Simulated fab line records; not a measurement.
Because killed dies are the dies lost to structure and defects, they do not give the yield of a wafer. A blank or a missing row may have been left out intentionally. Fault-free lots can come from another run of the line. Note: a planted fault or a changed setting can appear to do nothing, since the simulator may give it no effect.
fab line records / flow sky130 / part 2 of 2: steps 43 to 43 of 43
record lots=6 wafers=18 last_day=49
route steps=708 shown POLY_GATE@222 LDD_N@237 LDD_P@255 PAD_OPEN@708
lots with no fault: from the same line, run without faults
start_h: hours from the record's opening day to when the first of the lot's shown wafers began / wait_h: how many hours have passed since the lot's step before this one / " same as the row above / L1.1+2: several wafers, shown together as one row / - no value, or no start was given / * or withheld: withheld / < > ~ a bound
route shown NAME@n: NAME is a module with steps in the file, n the number in the route of the first one / usual: the fault-free wafers' mean and standard deviation / same: alike in all rows / chamber/n: place in a boat / sites: the reading at each site / _std_site: how widely they spread, as a standard deviation / _edge_site: mean of outer sites minus mean of inner sites / radius_mm: for every site, how far away it sits from the centre of the wafer / mask NAME#n: copy n / behind: tool/chamber where the wafer was last shaped / hold: the reason the lot was held/the length of the hold in hours/how it ended / device: the transistor (n, p or np) that didn't switch / end of line: tests run on the same wafers once the route is complete / where a step has no rows: the recipe by itself / killed: at the first sort, the dies lost to defects and structure; wafer yield is something else / map: the dies of a wafer, with x for killed, . for not killed, _ for no die there
set.NAME: setting as actually run; set.NAME@STEP: the setting as run at that earlier step / model.NAME: the simulator's own value behind a step, which no gauge read
a table for each step, a row for each wafer; lots at some steps of the route
services: a tool's chamber out of use, with start hour (start_h, from the record's first day; less than 0 if before it), hours out, and reason
## steps
# step SKY_PAD_OPEN_PROBE_99
# usual killed_at_M0_to_M3=43/6.8 killed_at_M4_up=3.1/1.8 killed_at_contacts=25/5.8 killed_at_front_end=15/4.2 killed_at_other=0.3/0.5 killed_dies=87/9.7 killed_open=47/7.3 killed_short=39/6.6
# same gross_dies=492 killed_at_back_side=0
lot.wafer=L613.1 tool=prober-02 chamber=- start_h=1077.36 wait_h=0.1 killed_at_M0_to_M3=48 killed_at_M4_up=3 killed_at_contacts=31 killed_at_front_end=16 killed_at_other=1 killed_dies=99 killed_open=50 killed_short=49 model.etest.diode_nwell_sub.leak_log10_a_cm2=-7.36 model.etest.diode_dnwell_sub.leak_log10_a_cm2=-7.341 model.etest.diode_pwell_dnwell.leak_log10_a_cm2=-7.74 model.etest.diode_ndiff_pwell_hv.leak_log10_a_cm2=-6.547 model.etest.diode_pdiff_nwell_hv.leak_log10_a_cm2=-6.687 model.etest.diode_ndiff_pwell.leak_log10_a_cm2=-7.417 model.etest.diode_pdiff_nwell.leak_log10_a_cm2=-7.516 model.etest.nfet_16v.off_log10_a_um=-13.78
lot.wafer=L613.2 tool=prober-02 chamber=- start_h=1077.41 wait_h=0.1 killed_at_M0_to_M3=41 killed_at_M4_up=5 killed_at_contacts=20 killed_at_front_end=8 killed_at_other=1 killed_dies=75 killed_open=42 killed_short=33 model.etest.diode_nwell_sub.leak_log10_a_cm2=-7.193 model.etest.diode_dnwell_sub.leak_log10_a_cm2=-7.229 model.etest.diode_pwell_dnwell.leak_log10_a_cm2=-7.504 model.etest.diode_ndiff_pwell_hv.leak_log10_a_cm2=-6.869 model.etest.diode_pdiff_nwell_hv.leak_log10_a_cm2=-6.612 model.etest.diode_ndiff_pwell.leak_log10_a_cm2=-6.966 model.etest.diode_pdiff_nwell.leak_log10_a_cm2=-7.115 model.etest.nfet_16v.off_log10_a_um=-13.8
lot.wafer=L613.6 tool=prober-02 chamber=- start_h=1077.61 wait_h=0.2 killed_at_M0_to_M3=36 killed_at_M4_up=2 killed_at_contacts=15 killed_at_front_end=15 killed_at_other=1 killed_dies=69 killed_open=28 killed_short=41 model.etest.diode_nwell_sub.leak_log10_a_cm2=-7.124 model.etest.diode_dnwell_sub.leak_log10_a_cm2=-7.197 model.etest.diode_pwell_dnwell.leak_log10_a_cm2=-7.592 model.etest.diode_ndiff_pwell_hv.leak_log10_a_cm2=-6.435 model.etest.diode_pdiff_nwell_hv.leak_log10_a_cm2=-6.573 model.etest.diode_ndiff_pwell.leak_log10_a_cm2=-7.177 model.etest.diode_pdiff_nwell.leak_log10_a_cm2=-7.486 model.etest.nfet_16v.off_log10_a_um=-13.75
lot.wafer=L614.1 tool=prober-02 chamber=- start_h=1101.05 wait_h=0.1 killed_at_M0_to_M3=37 killed_at_M4_up=1 killed_at_contacts=39 killed_at_front_end=28 killed_at_other=0 killed_dies=105 killed_open=52 killed_short=53 model.etest.diode_nwell_sub.leak_log10_a_cm2=-7.226 model.etest.diode_dnwell_sub.leak_log10_a_cm2=-7.345 model.etest.diode_pwell_dnwell.leak_log10_a_cm2=-7.579 model.etest.diode_ndiff_pwell_hv.leak_log10_a_cm2=-6.594 model.etest.diode_pdiff_nwell_hv.leak_log10_a_cm2=-6.638 model.etest.diode_ndiff_pwell.leak_log10_a_cm2=-7.398 model.etest.diode_pdiff_nwell.leak_log10_a_cm2=-7.294 model.etest.nfet_16v.off_log10_a_um=-13.79
lot.wafer=L614.4 tool=prober-02 chamber=- start_h=1101.20 wait_h=0.2 killed_at_M0_to_M3=40 killed_at_M4_up=5 killed_at_contacts=18 killed_at_front_end=12 killed_at_other=1 killed_dies=76 killed_open=37 killed_short=39 model.etest.diode_nwell_sub.leak_log10_a_cm2=-7.317 model.etest.diode_dnwell_sub.leak_log10_a_cm2=-7.248 model.etest.diode_pwell_dnwell.leak_log10_a_cm2=-7.612 model.etest.diode_ndiff_pwell_hv.leak_log10_a_cm2=-6.543 model.etest.diode_pdiff_nwell_hv.leak_log10_a_cm2=-6.341 model.etest.diode_ndiff_pwell.leak_log10_a_cm2=-7.234 model.etest.diode_pdiff_nwell.leak_log10_a_cm2=-7.393 model.etest.nfet_16v.off_log10_a_um=-13.9
lot.wafer=L614.6 tool=prober-02 chamber=- start_h=1101.30 wait_h=0.2 killed_at_M0_to_M3=44 killed_at_M4_up=1 killed_at_contacts=25 killed_at_front_end=21 killed_at_other=0 killed_dies=91 killed_open=51 killed_short=40 model.etest.diode_nwell_sub.leak_log10_a_cm2=-7.481 model.etest.diode_dnwell_sub.leak_log10_a_cm2=-7.349 model.etest.diode_pwell_dnwell.leak_log10_a_cm2=-7.465 model.etest.diode_ndiff_pwell_hv.leak_log10_a_cm2=-6.763 model.etest.diode_pdiff_nwell_hv.leak_log10_a_cm2=-6.448 model.etest.diode_ndiff_pwell.leak_log10_a_cm2=-7.348 model.etest.diode_pdiff_nwell.leak_log10_a_cm2=-7.212 model.etest.nfet_16v.off_log10_a_um=-13.82
lot.wafer=L618.3 tool=prober-01 chamber=- start_h=1110.24 wait_h=0.2 killed_at_M0_to_M3=36 killed_at_M4_up=6 killed_at_contacts=34 killed_at_front_end=15 killed_at_other=0 killed_dies=91 killed_open=49 killed_short=42 model.etest.diode_nwell_sub.leak_log10_a_cm2=-7.355 model.etest.diode_dnwell_sub.leak_log10_a_cm2=-7.486 model.etest.diode_pwell_dnwell.leak_log10_a_cm2=-7.364 model.etest.diode_ndiff_pwell_hv.leak_log10_a_cm2=-6.789 model.etest.diode_pdiff_nwell_hv.leak_log10_a_cm2=-6.723 model.etest.diode_ndiff_pwell.leak_log10_a_cm2=-7.156 model.etest.diode_pdiff_nwell.leak_log10_a_cm2=-7.554 model.etest.nfet_16v.off_log10_a_um=-14.04
lot.wafer=L618.5 tool=prober-01 chamber=- start_h=1110.34 wait_h=0.2 killed_at_M0_to_M3=30 killed_at_M4_up=2 killed_at_contacts=36 killed_at_front_end=14 killed_at_other=1 killed_dies=83 killed_open=52 killed_short=31 model.etest.diode_nwell_sub.leak_log10_a_cm2=-7.271 model.etest.diode_dnwell_sub.leak_log10_a_cm2=-7.432 model.etest.diode_pwell_dnwell.leak_log10_a_cm2=-7.515 model.etest.diode_ndiff_pwell_hv.leak_log10_a_cm2=-6.74 model.etest.diode_pdiff_nwell_hv.leak_log10_a_cm2=-6.421 model.etest.diode_ndiff_pwell.leak_log10_a_cm2=-7.362 model.etest.diode_pdiff_nwell.leak_log10_a_cm2=-7.16 model.etest.nfet_16v.off_log10_a_um=-13.88
lot.wafer=L618.6 tool=prober-01 chamber=- start_h=1110.39 wait_h=0.2 killed_at_M0_to_M3=44 killed_at_M4_up=4 killed_at_contacts=15 killed_at_front_end=15 killed_at_other=0 killed_dies=78 killed_open=44 killed_short=34 model.etest.diode_nwell_sub.leak_log10_a_cm2=-7.489 model.etest.diode_dnwell_sub.leak_log10_a_cm2=-7.647 model.etest.diode_pwell_dnwell.leak_log10_a_cm2=-7.389 model.etest.diode_ndiff_pwell_hv.leak_log10_a_cm2=-6.829 model.etest.diode_pdiff_nwell_hv.leak_log10_a_cm2=-6.442 model.etest.diode_ndiff_pwell.leak_log10_a_cm2=-7.192 model.etest.diode_pdiff_nwell.leak_log10_a_cm2=-7.157 model.etest.nfet_16v.off_log10_a_um=-13.74
lot.wafer=L620.1 tool=prober-01 chamber=- start_h=1120.05 wait_h=0.1 killed_at_M0_to_M3=42 killed_at_M4_up=3 killed_at_contacts=33 killed_at_front_end=18 killed_at_other=0 killed_dies=96 killed_open=50 killed_short=46 model.etest.diode_nwell_sub.leak_log10_a_cm2=-6.121 model.etest.diode_dnwell_sub.leak_log10_a_cm2=-6.069 model.etest.diode_pwell_dnwell.leak_log10_a_cm2=-6.622 model.etest.diode_ndiff_pwell_hv.leak_log10_a_cm2=-5.972 model.etest.diode_pdiff_nwell_hv.leak_log10_a_cm2=-6.128 model.etest.diode_ndiff_pwell.leak_log10_a_cm2=-6.84 model.etest.diode_pdiff_nwell.leak_log10_a_cm2=-7.001 model.etest.nfet_16v.off_log10_a_um=-13.22
lot.wafer=L620.2 tool=prober-01 chamber=- start_h=1120.10 wait_h=0.1 killed_at_M0_to_M3=54 killed_at_M4_up=4 killed_at_contacts=24 killed_at_front_end=15 killed_at_other=1 killed_dies=98 killed_open=51 killed_short=47 model.etest.diode_nwell_sub.leak_log10_a_cm2=-6.259 model.etest.diode_dnwell_sub.leak_log10_a_cm2=-6.349 model.etest.diode_pwell_dnwell.leak_log10_a_cm2=-6.555 model.etest.diode_ndiff_pwell_hv.leak_log10_a_cm2=-6.095 model.etest.diode_pdiff_nwell_hv.leak_log10_a_cm2=-6.355 model.etest.diode_ndiff_pwell.leak_log10_a_cm2=-6.596 model.etest.diode_pdiff_nwell.leak_log10_a_cm2=-6.686 model.etest.nfet_16v.off_log10_a_um=-13.3
lot.wafer=L620.4 tool=prober-01 chamber=- start_h=1120.20 wait_h=0.2 killed_at_M0_to_M3=37 killed_at_M4_up=2 killed_at_contacts=23 killed_at_front_end=16 killed_at_other=0 killed_dies=78 killed_open=42 killed_short=36 model.etest.diode_nwell_sub.leak_log10_a_cm2=-6.178 model.etest.diode_dnwell_sub.leak_log10_a_cm2=-6.439 model.etest.diode_pwell_dnwell.leak_log10_a_cm2=-6.508 model.etest.diode_ndiff_pwell_hv.leak_log10_a_cm2=-6.094 model.etest.diode_pdiff_nwell_hv.leak_log10_a_cm2=-6.212 model.etest.diode_ndiff_pwell.leak_log10_a_cm2=-6.812 model.etest.diode_pdiff_nwell.leak_log10_a_cm2=-6.7 model.etest.nfet_16v.off_log10_a_um=-13.08
lot.wafer=L624.1 tool=prober-01 chamber=- start_h=1150.94 wait_h=0.1 killed_at_M0_to_M3=32 killed_at_M4_up=3 killed_at_contacts=27 killed_at_front_end=16 killed_at_other=1 killed_dies=79 killed_open=50 killed_short=29 model.etest.diode_nwell_sub.leak_log10_a_cm2=-6.317 model.etest.diode_dnwell_sub.leak_log10_a_cm2=-6.184 model.etest.diode_pwell_dnwell.leak_log10_a_cm2=-6.737 model.etest.diode_ndiff_pwell_hv.leak_log10_a_cm2=-6.107 model.etest.diode_pdiff_nwell_hv.leak_log10_a_cm2=-6.141 model.etest.diode_ndiff_pwell.leak_log10_a_cm2=-6.946 model.etest.diode_pdiff_nwell.leak_log10_a_cm2=-6.426 model.etest.nfet_16v.off_log10_a_um=-13.4
lot.wafer=L624.4 tool=prober-01 chamber=- start_h=1151.09 wait_h=0.2 killed_at_M0_to_M3=41 killed_at_M4_up=4 killed_at_contacts=31 killed_at_front_end=15 killed_at_other=0 killed_dies=91 killed_open=45 killed_short=46 model.etest.diode_nwell_sub.leak_log10_a_cm2=-6.378 model.etest.diode_dnwell_sub.leak_log10_a_cm2=-6.148 model.etest.diode_pwell_dnwell.leak_log10_a_cm2=-6.497 model.etest.diode_ndiff_pwell_hv.leak_log10_a_cm2=-6.128 model.etest.diode_pdiff_nwell_hv.leak_log10_a_cm2=-6.046 model.etest.diode_ndiff_pwell.leak_log10_a_cm2=-6.891 model.etest.diode_pdiff_nwell.leak_log10_a_cm2=-6.564 model.etest.nfet_16v.off_log10_a_um=-13.3
lot.wafer=L624.6 tool=prober-01 chamber=- start_h=1151.19 wait_h=0.2 killed_at_M0_to_M3=42 killed_at_M4_up=3 killed_at_contacts=29 killed_at_front_end=18 killed_at_other=0 killed_dies=92 killed_open=54 killed_short=38 model.etest.diode_nwell_sub.leak_log10_a_cm2=-6.275 model.etest.diode_dnwell_sub.leak_log10_a_cm2=-6.013 model.etest.diode_pwell_dnwell.leak_log10_a_cm2=-6.549 model.etest.diode_ndiff_pwell_hv.leak_log10_a_cm2=-6.279 model.etest.diode_pdiff_nwell_hv.leak_log10_a_cm2=-5.981 model.etest.diode_ndiff_pwell.leak_log10_a_cm2=-6.575 model.etest.diode_pdiff_nwell.leak_log10_a_cm2=-6.557 model.etest.nfet_16v.off_log10_a_um=-13.28
lot.wafer=L629.1 tool=prober-02 chamber=- start_h=1175.49 wait_h=0.1 killed_at_M0_to_M3=40 killed_at_M4_up=5 killed_at_contacts=23 killed_at_front_end=13 killed_at_other=0 killed_dies=81 killed_open=52 killed_short=29 model.etest.diode_nwell_sub.leak_log10_a_cm2=-7.343 model.etest.diode_dnwell_sub.leak_log10_a_cm2=-7.129 model.etest.diode_pwell_dnwell.leak_log10_a_cm2=-7.65 model.etest.diode_ndiff_pwell_hv.leak_log10_a_cm2=-6.706 model.etest.diode_pdiff_nwell_hv.leak_log10_a_cm2=-6.526 model.etest.diode_ndiff_pwell.leak_log10_a_cm2=-7.35 model.etest.diode_pdiff_nwell.leak_log10_a_cm2=-7.354 model.etest.nfet_16v.off_log10_a_um=-13.97
lot.wafer=L629.2 tool=prober-02 chamber=- start_h=1175.54 wait_h=0.1 killed_at_M0_to_M3=32 killed_at_M4_up=4 killed_at_contacts=27 killed_at_front_end=16 killed_at_other=0 killed_dies=79 killed_open=49 killed_short=30 model.etest.diode_nwell_sub.leak_log10_a_cm2=-7.413 model.etest.diode_dnwell_sub.leak_log10_a_cm2=-7.373 model.etest.diode_pwell_dnwell.leak_log10_a_cm2=-7.564 model.etest.diode_ndiff_pwell_hv.leak_log10_a_cm2=-6.556 model.etest.diode_pdiff_nwell_hv.leak_log10_a_cm2=-6.556 model.etest.diode_ndiff_pwell.leak_log10_a_cm2=-7.222 model.etest.diode_pdiff_nwell.leak_log10_a_cm2=-6.968 model.etest.nfet_16v.off_log10_a_um=-13.78
lot.wafer=L629.5 tool=prober-02 chamber=- start_h=1175.69 wait_h=0.2 killed_at_M0_to_M3=39 killed_at_M4_up=4 killed_at_contacts=29 killed_at_front_end=14 killed_at_other=0 killed_dies=86 killed_open=35 killed_short=51 model.etest.diode_nwell_sub.leak_log10_a_cm2=-7.605 model.etest.diode_dnwell_sub.leak_log10_a_cm2=-7.349 model.etest.diode_pwell_dnwell.leak_log10_a_cm2=-7.214 model.etest.diode_ndiff_pwell_hv.leak_log10_a_cm2=-6.566 model.etest.diode_pdiff_nwell_hv.leak_log10_a_cm2=-6.505 model.etest.diode_ndiff_pwell.leak_log10_a_cm2=-7.486 model.etest.diode_pdiff_nwell.leak_log10_a_cm2=-7.326 model.etest.nfet_16v.off_log10_a_um=-13.82
# killed by level:class
L613.1 CONTACT:geometric_particle:open=12 VIA3:geometric_particle:open=8 VIA1:geometric_particle:open=8 VIA1:geometric_particle:short=8 VIA2:geometric_particle:open=8 CONTACT:geometric_particle:short=7 FIELD_ISO:geometric_particle:open=5 LOCAL_INTERCONNECT:geometric_particle:short=5
L613.2 CONTACT:geometric_particle:open=8 VIA1:geometric_particle:open=7 METAL2:geometric_particle:short=7 LI_CONTACT:geometric_particle:open=5 VIA2:geometric_particle:short=5 VIA3:geometric_particle:open=5 VIA2:geometric_particle:open=4 LOCAL_INTERCONNECT:geometric_particle:short=3
L613.6 VIA2:geometric_particle:short=6 FIELD_ISO:geometric_particle:short=5 VIA2:geometric_particle:open=5 VIA1:geometric_particle:open=5 METAL1:geometric_particle:short=4 CONTACT:geometric_particle:open=4 METAL2:geometric_particle:short=4 VIA3:geometric_particle:open=4
L614.1 CONTACT:geometric_particle:open=13 LOCAL_INTERCONNECT:geometric_particle:short=8 CONTACT:geometric_particle:short=8 LI_CONTACT:geometric_particle:open=7 FIELD_ISO:geometric_particle:short=6 POLY_GATE:geometric_particle:open=6 METAL1:geometric_particle:short=6 METAL2:geometric_particle:short=5
L614.4 VIA3:geometric_particle:open=12 LI_CONTACT:geometric_particle:open=5 LOCAL_INTERCONNECT:geometric_particle:short=5 VIA3:geometric_particle:short=5 VIA2:geometric_particle:open=5 METAL4:geometric_particle:short=5 POLY_GATE:geometric_particle:open=4 METAL3:geometric_particle:short=4
L614.6 CONTACT:geometric_particle:open=14 VIA1:geometric_particle:open=8 VIA3:geometric_particle:open=8 FIELD_ISO:geometric_particle:open=7 METAL2:geometric_particle:short=6 POLY_GATE:geometric_particle:short=4 METAL1:geometric_particle:short=4 CONTACT:geometric_particle:short=4
L618.3 CONTACT:geometric_particle:open=13 LI_CONTACT:geometric_particle:open=9 VIA1:geometric_particle:open=7 VIA1:geometric_particle:short=6 CONTACT:geometric_particle:short=6 VIA2:geometric_particle:open=6 METAL2:geometric_particle:short=5 LI_CONTACT:geometric_particle:short=5
L618.5 CONTACT:geometric_particle:open=18 LI_CONTACT:geometric_particle:open=7 POLY_GATE:geometric_particle:open=6 CONTACT:geometric_particle:short=6 VIA2:geometric_particle:open=6 METAL3:geometric_particle:short=5 VIA1:geometric_particle:short=5 VIA3:geometric_particle:open=4
L618.6 VIA1:geometric_particle:open=14 VIA1:geometric_particle:short=7 CONTACT:geometric_particle:open=6 POLY_GATE:geometric_particle:short=5 METAL2:geometric_particle:short=5 VIA2:geometric_particle:open=5 VIA3:geometric_particle:open=5 FIELD_ISO:geometric_particle:open=4
L620.1 VIA2:geometric_particle:open=11 CONTACT:geometric_particle:short=8 CONTACT:geometric_particle:open=8 VIA1:geometric_particle:open=7 LI_CONTACT:geometric_particle:open=7 POLY_GATE:geometric_particle:open=5 LI_CONTACT:geometric_particle:short=5 METAL2:geometric_particle:short=5
L620.2 VIA1:geometric_particle:open=12 LI_CONTACT:geometric_particle:open=9 VIA1:geometric_particle:short=8 METAL2:geometric_particle:short=8 METAL1:geometric_particle:open=6 VIA3:geometric_particle:open=6 CONTACT:geometric_particle:open=5 POLY_GATE:geometric_particle:short=4
L620.4 VIA1:geometric_particle:open=9 CONTACT:geometric_particle:open=8 POLY_GATE:geometric_particle:open=5 LI_CONTACT:geometric_particle:open=5 VIA3:geometric_particle:open=5 VIA2:geometric_particle:short=4 POLY_GATE:geometric_particle:short=4 LOCAL_INTERCONNECT:geometric_particle:short=4
L624.1 CONTACT:geometric_particle:open=13 VIA3:geometric_particle:open=10 VIA1:geometric_particle:open=8 FIELD_ISO:geometric_particle:open=6 LI_CONTACT:geometric_particle:open=5 CONTACT:geometric_particle:short=5 VIA3:geometric_particle:short=5 POLY_GATE:geometric_particle:open=3
L624.4 CONTACT:geometric_particle:open=12 VIA1:geometric_particle:open=11 VIA3:geometric_particle:short=6 LI_CONTACT:geometric_particle:open=5 LOCAL_INTERCONNECT:geometric_particle:short=5 METAL1:geometric_particle:short=5 POLY_GATE:geometric_particle:short=4 LI_CONTACT:geometric_particle:short=4
L624.6 VIA1:geometric_particle:open=10 VIA2:geometric_particle:open=9 CONTACT:geometric_particle:open=8 LI_CONTACT:geometric_particle:open=8 CONTACT:geometric_particle:short=7 VIA3:geometric_particle:open=6 METAL2:geometric_particle:short=6 FIELD_ISO:geometric_particle:short=5
L629.1 VIA1:geometric_particle:open=11 VIA3:geometric_particle:open=8 CONTACT:geometric_particle:open=8 LI_CONTACT:geometric_particle:open=5 CONTACT:geometric_particle:short=5 FIELD_ISO:geometric_particle:open=4 METAL1:geometric_particle:short=4 VIA1:geometric_particle:short=4
L629.2 LI_CONTACT:geometric_particle:open=13 CONTACT:geometric_particle:short=8 VIA1:geometric_particle:open=8 CONTACT:geometric_particle:open=6 VIA1:geometric_particle:short=6 FIELD_ISO:geometric_particle:open=5 VIA3:geometric_particle:open=5 POLY_GATE:geometric_particle:short=4
L629.5 VIA1:geometric_particle:open=7 LI_CONTACT:geometric_particle:open=7 VIA1:geometric_particle:short=7 LI_CONTACT:geometric_particle:short=6 CONTACT:geometric_particle:short=6 METAL2:geometric_particle:short=6 POLY_GATE:geometric_particle:open=5 CONTACT:geometric_particle:open=5
## services
tool=furnace-02 chamber=- start_h=360.54 hours=29.4 kind=repair
tool=plasma_asher-01 chamber=- start_h=362.83 hours=4.4 kind=repair
tool=rie_diel-03 chamber=- start_h=373.02 hours=0.7 kind=repair
tool=rie_diel-04 chamber=3 start_h=374.65 hours=3.3 kind=repair
tool=rie_si-02 chamber=2 start_h=381.41 hours=3.9 kind=repair
tool=plasma_asher-02 chamber=- start_h=382.35 hours=14.6 kind=pm
tool=furnace-02 chamber=- start_h=389.94 hours=25.7 kind=pm
tool=rie_si-02 chamber=- start_h=407.16 hours=1.4 kind=repair
tool=rie_diel-03 chamber=- start_h=409.55 hours=2.8 kind=pm
tool=plasma_asher-01 chamber=- start_h=421.25 hours=9.0 kind=pm
tool=furnace-02 chamber=- start_h=438.19 hours=4.8 kind=pm
tool=rie_diel-04 chamber=3 start_h=442.66 hours=3.4 kind=repair
tool=rie_diel-02 chamber=2 start_h=448.41 hours=7.6 kind=repair
tool=plasma_asher-01 chamber=- start_h=456.16 hours=15.4 kind=repair
tool=rie_diel-02 chamber=1 start_h=467.17 hours=3.1 kind=repair
tool=rie_diel-02 chamber=0 start_h=484.82 hours=6.2 kind=repair
tool=rie_diel-04 chamber=- start_h=506.22 hours=0.4 kind=repair
tool=rie_si-01 chamber=- start_h=509.46 hours=0.6 kind=repair
tool=rie_diel-02 chamber=- start_h=516.46 hours=0.5 kind=repair
tool=furnace-01 chamber=- start_h=517.69 hours=3.8 kind=pm
tool=rie_diel-04 chamber=- start_h=539.64 hours=1.1 kind=repair
tool=plasma_asher-03 chamber=- start_h=541.40 hours=10.2 kind=repair
tool=furnace-01 chamber=- start_h=543.31 hours=2.5 kind=pm
tool=rie_diel-02 chamber=- start_h=550.23 hours=0.6 kind=repair
## key
first_sign none at tools or gauges
model_effect step=SKY_PAD_OPEN_PROBE_99 value=etest.diode_nwell_sub.leak_log10_a_cm2 without=-7.392 struck=-6.255
met_at SKY_POLY_GATE_OXIDATION_20
struck_wafers L620.1,L620.2,L620.4,L624.1,L624.4,L624.6
tester_left_out L620,L624
onset_between 418.35 436.61
fault kind=metallic_contamination_source tool=furnace-02 chamber=- onset_h=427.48 steps=SKY_POLY_GATE_OXIDATION_20 rate_cm2_per_visit=6.1515e+11 species=metal_fe_cm2
# tester_left_out: of these lots the tester's yield and bins aren't shown, on N5 and GAA mostly nor the transistor test; their killed dies are dies lost to structure and defects alone, not to doping, threshold or leakage, so they don't give the yield
